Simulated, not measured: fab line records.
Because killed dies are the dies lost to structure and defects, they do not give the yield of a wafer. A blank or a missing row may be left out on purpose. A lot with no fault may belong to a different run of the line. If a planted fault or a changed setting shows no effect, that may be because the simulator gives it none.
Problem report, 8D (eight disciplines) form, completed by code | flow sfqLine | the parts of the form that need people (team, actions taken, sign-off) are left out

1. WHAT IS WRONG
A mean of 668.8 nm is read at SFQ_TRILAYER_JJ_CE_METRO_MEASURE_117 for cdNm, taken on 1 wafer of 1 lot, against 699.6 nm (standard deviation 1.2) on wafers free of any fault. That is -26 standard deviations from the usual mean.
The first sign was on wafer L504.1 at day 56 04:33, on cdSem-01. The record holds 39 wafers of 13 lots with a number at this step. Rule for "out" (also "out of limits"): further than 4 standard deviations from the usual mean. Any other wafer with a number is counted as sound.

2. WHAT IT IS, AND WHAT IT ISN'T
question                    | is                | is not
which readings at this step | cdNm              | -
which lots                  | L504              | L490, L493, L494, L495, L496, L497, L499, L500, L505, L508, L511, L512
which wafers of those lots  | L504.1            | L504.3, L504.5
read on which tools         | cdSem-01          | cdSem-02
when                        | from day 56 04:33 | up to then (26 sound wafers); but 12 sound wafers of L505, L508, L511, L512 came after

3. THE SUSPECTS, EACH WITH WHAT RULES IT OUT
Counting: a tool at a process step up to the reading stays a suspect if it ran every lot that is out. Sound lots after the first of them don't rule it out here, since some wafers of a struck lot are sound.
- lithoTrack-04 at SFQ_TRILAYER_JJ_CE_LITHO_PEB_117 (peb time 60 s): kept. L504, the lot that is out, went through it at day 56 04:13; up to then, the latest sound lot through it was L497 at day 55 13:50.
- cdSem-01 at SFQ_TRILAYER_JJ_CE_METRO_MEASURE_117: kept. L504, the lot that is out, went through it at day 56 04:33; up to then, the latest sound lot through it was L499 at day 55 17:45. Out on those wafers are its own readings of cdNm.
What counting leaves: lithoTrack-04 at SFQ_TRILAYER_JJ_CE_LITHO_PEB_117 and cdSem-01 at SFQ_TRILAYER_JJ_CE_METRO_MEASURE_117.

4. THE CAUSE (what the simulator had put in)
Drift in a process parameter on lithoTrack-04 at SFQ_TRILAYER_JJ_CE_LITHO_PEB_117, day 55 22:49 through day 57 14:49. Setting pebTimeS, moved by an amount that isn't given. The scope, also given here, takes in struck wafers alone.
2 suspects survive the count, and this tool is in that group.

5. THE CHAIN OF EFFECTS, in route order
Each row: a reading whose mean over the struck wafers that have a number lies more than 3 standard deviations from the usual. Readings are gone through only where the record gives a usual standard deviation; hours: the median, over the lots, of the time from a lot's start at the first step in this table giving one to that lot's start at this step; sigmas: the change measured in usual standard deviations.
hours | step                                 | reading | usual    | on struck wafers | change | sigmas
0     | SFQ_TRILAYER_JJ_CE_METRO_MEASURE_117 | cdNm    | 699.6 nm | 668.8            | -30.8  | -26
Its process steps:
- SFQ_TRILAYER_JJ_CE_METRO_MEASURE_117

6. HOW IT WOULD HAVE BEEN CAUGHT EARLIER
In this record no reading fell out of limits until day 56 04:33, 6 hours after the fault had begun at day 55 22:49.
Each of the lots that are out, 1 in all, had begun SFQ_TRILAYER_JJ_CE_LITHO_PEB_117 on lithoTrack-04 no later than day 56 04:33. A hold on the tool at that time would have spared none of them.
